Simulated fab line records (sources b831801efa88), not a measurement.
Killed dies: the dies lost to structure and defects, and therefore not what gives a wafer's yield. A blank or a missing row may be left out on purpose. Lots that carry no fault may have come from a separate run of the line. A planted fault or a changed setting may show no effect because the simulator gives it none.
A struck lot beside a sound one	flow sky130	17 out of 708 route steps
Sound: these wafers, L811.1, L811.2, L811.3. Wafers struck: L825.2, L825.3, L825.6. The cause comes at the end.
At each step with rows: each side's tool, then ch and its chambers, then its first start. Under that, the readings that differ: sound wafers	struck wafers	difference of the means	sigmas: that difference in standard deviations of wafers without a fault.
alike: same words and numbers on both sides, and readings whose means sit less than 2 such deviations apart. not compared: any withheld reading, any reading some wafer has no value for, any bound like >300 that may hide the same value, and any number with overlapping values for which the record gives no deviation.
The two part at a step that has a row with sigmas, a row that says differs or no value, or rows on one side only. When numbers do not overlap yet have no deviation, they are printed without sigmas and do not part them. A reading that every wafer of one side lacks parts them only if that side has two wafers or more.

first, 4 steps without rows for these wafers: SKY_FIELD_ISO_WET_ETCH_29 (etches Si3N4 in H3PO4, target depth 160 nm, time 1825 s); SKY_FIELD_ISO_WET_ETCH_30 (etches SiO2 in dHF, target depth 25 nm, time 50 s); SKY_NWELL_CLEAN_00 (cleans in SC1/SC2, time 150 s); SKY_NWELL_OXIDATION_01 (stabilise 600 s, purge 300 s, target thk 10 nm).
SKY_NWELL_THK_MEAS_02:
  struck on film-metro-02, day 5 12:43; sound on film-metro-04, day 2 10:16
  alike: NWELL_OXIDATION_THK
then, 7 steps without rows for these wafers: SKY_DNWELL_DEHYDRATE_00 (time 60 s); SKY_DNWELL_HMDS_01 (prime time 60 s); SKY_DNWELL_COAT_02 (resist thk 3000 nm); SKY_DNWELL_SOFTBAKE_03; SKY_DNWELL_EXPOSE_04 (exposes mask DNM, target cd 3000 nm); SKY_DNWELL_PEB_05; SKY_DNWELL_DEVELOP_06 (develop time 60 s).
SKY_DNWELL_IMPLANT_07:
  sound on implanter-03 ch 0, day 3 01:46; struck on implanter-03 ch 0, day 6 06:58
SKY_DNWELL_STRIP_08: strips in O2/N2.
  sound on plasma-asher-04 ch 0,1, day 3 01:55; struck on plasma-asher-04 ch 0,1, day 6 07:05
  alike: drypump-motor-current-A, oes-product-au, strip-time-to-endpoint-s
  not compared: rf-hours-counter-h
SKY_DNWELL_TW_MEAS_09:
  struck on film-metro-04, day 6 07:18; sound on film-metro-02, day 3 02:01
reading	sound	struck	difference	sigmas
DNWELL_TW	1105 1105 1114	1387 1387 1387	+279	+48
then, 1 step without rows for these wafers: SKY_PWDE_DEHYDRATE_00 (time 60 s).
-- the record jumps here: 43 days lie between the struck wafers' starts before and after (it left off in module PWDE and takes up again in module PAD_OPEN, whose first step shown is number 708 of the route) --
SKY_PAD_OPEN_PROBE_99:
  struck on prober-01, day 49 02:14; sound on prober-01, day 45 18:41
reading	sound	struck	difference	sigmas
model.etest.res-deep-nwell.rs-ohm-sq	2140 2170 2174	1227 1227 1224	-935	
model.etest.res-deep-nwell.line-ohm-um	716.1 728.8 730.7	409.3 406.6 407.2	-317.5	
model.etest.res-pwde-under-gate.rs-ohm-sq	6165 6150 6182	6389 6375 6336	+201	
model.etest.res-pwell-under-gate.rs-ohm-sq	2290 2280 2286	2353 2318 2331	+49	
  alike: killed_at_M0_to_M3, killed_at_M4_up, killed-at-contacts, killed-at-front-end, killed-at-other, killed-dies, killed-open, killed-short

== WHERE THEY PART ==
At SKY_DNWELL_TW_MEAS_09 and nowhere else, as far as this record goes. Later steps at which nothing parts them and some readings are alike: SKY_PAD_OPEN_PROBE_99.

WHY: what had been put in by the simulator
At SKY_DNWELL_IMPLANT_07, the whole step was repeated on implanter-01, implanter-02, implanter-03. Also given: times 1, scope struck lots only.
